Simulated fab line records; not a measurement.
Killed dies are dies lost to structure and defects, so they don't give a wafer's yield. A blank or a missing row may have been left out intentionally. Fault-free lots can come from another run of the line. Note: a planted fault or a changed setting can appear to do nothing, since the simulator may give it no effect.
Matching of chambers + flow sfq line + pecvd-02 running SFQ_TRILAYER_L0_CAP_PECVD_011: 3 sister chambers
The step deposits SiO2 from SiH4/N2O, time 13.333 s, target thk 60 nm. 16 wafers are shown with their chamber, then 8 later ones without.

EACH WAFER AND ITS CHAMBER
| wafer  | chamber | throttle valve pct (%) | heater power w (W) | susceptor temp C (C) |
|--------|---------|------------------------|--------------------|----------------------|
| L751.2 | 0       | 23.5                   | 79                 | 149.88               |
| L751.4 | 0       | 23.6                   | 66                 | 149.82               |
| L751.5 | 2       | 24.6                   | 79                 | 150.14               |
| L756.4 | 0       | 23.5                   | 68                 | 149.89               |
| L756.5 | 2       | 24.5                   | 86                 | 149.95               |
| L756.6 | 1       | 23.9                   | 80                 | 150.02               |
| L757.1 | 1       | 23.9                   | 79                 | 149.86               |
| L757.2 | 2       | 24.6                   | 82                 | 150.17               |
| L757.6 | 1       | 24.1                   | 82                 | 150.09               |
| L759.1 | 0       | 23.6                   | 74                 | 149.88               |
| L759.3 | 1       | 23.7                   | 79                 | 150.12               |
| L759.4 | 2       | 24.8                   | 77                 | 150.35               |
| L761.1 | 1       | 24.0                   | 86                 | 149.96               |
| L761.5 | 1       | 23.8                   | 85                 | 149.90               |
| L761.6 | 2       | 24.8                   | 72                 | 149.86               |
| L762.1 | 2       | 24.7                   | 83                 | 149.78               |

SIGNATURES (averages over the wafers above)
| reading            | chamber 0 | chamber 1 | chamber 2 | scatter within a chamber |
|--------------------|-----------|-----------|-----------|--------------------------|
| throttle valve pct | 23.550    | 23.900    | 24.667    | 0.119                    |
| heater power w     | 71.75     | 81.83     | 79.83     | 4.59                     |
| susceptor temp C   | 149.8675  | 149.9917  | 150.0417  | 0.149                    |
Rule: a wafer's distance from a chamber is the root of the sum, over the readings, of the square of ((its reading less the chamber's mean) divided by the reading's scatter). The wafer belongs to the nearest chamber; if the next one is less than 2 further off, it can't be placed. The scatter: take each reading less its chamber's mean, square it, sum over the shown wafers, divide by the number of wafers less the number of chambers, and take the root.

WAFERS WHOSE CHAMBER IS MISSING
| wafer  | throttle valve pct (%) | heater power w (W) | susceptor temp C (C) |
|--------|------------------------|--------------------|----------------------|
| L762.3 | 23.9                   | 81                 | 150.06               |
| L762.6 | 23.8                   | 80                 | 150.11               |
| L763.1 | 23.9                   | 66                 | 150.16               |
| L763.4 | 23.8                   | 67                 | 150.21               |
| L763.6 | 24.3                   | 86                 | 150.09               |
| L764.2 | 23.8                   | 76                 | 150.04               |
| L764.3 | 24.1                   | 72                 | 150.08               |
| L764.6 | 24.4                   | 75                 | 150.32               |

CHAMBER TAKEN BY EACH
| wafer  | from the rows above     | in truth                   |
|--------|-------------------------|----------------------------|
| L762.3 | 1                       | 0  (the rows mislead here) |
| L762.6 | can't be placed: 1 or 0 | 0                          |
| L763.1 | can't be placed: 1 or 0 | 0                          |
| L763.4 | can't be placed: 0 or 1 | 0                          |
| L763.6 | can't be placed: 2 or 1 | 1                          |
| L764.2 | can't be placed: 1 or 0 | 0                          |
| L764.3 | 1                       | 1                          |
| L764.6 | can't be placed: 2 or 1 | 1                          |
Placed correctly: 1 of 8. Cannot be placed on the basis of these rows: 6; the candidates contain the true chamber in 6. Wrongly placed: 1.
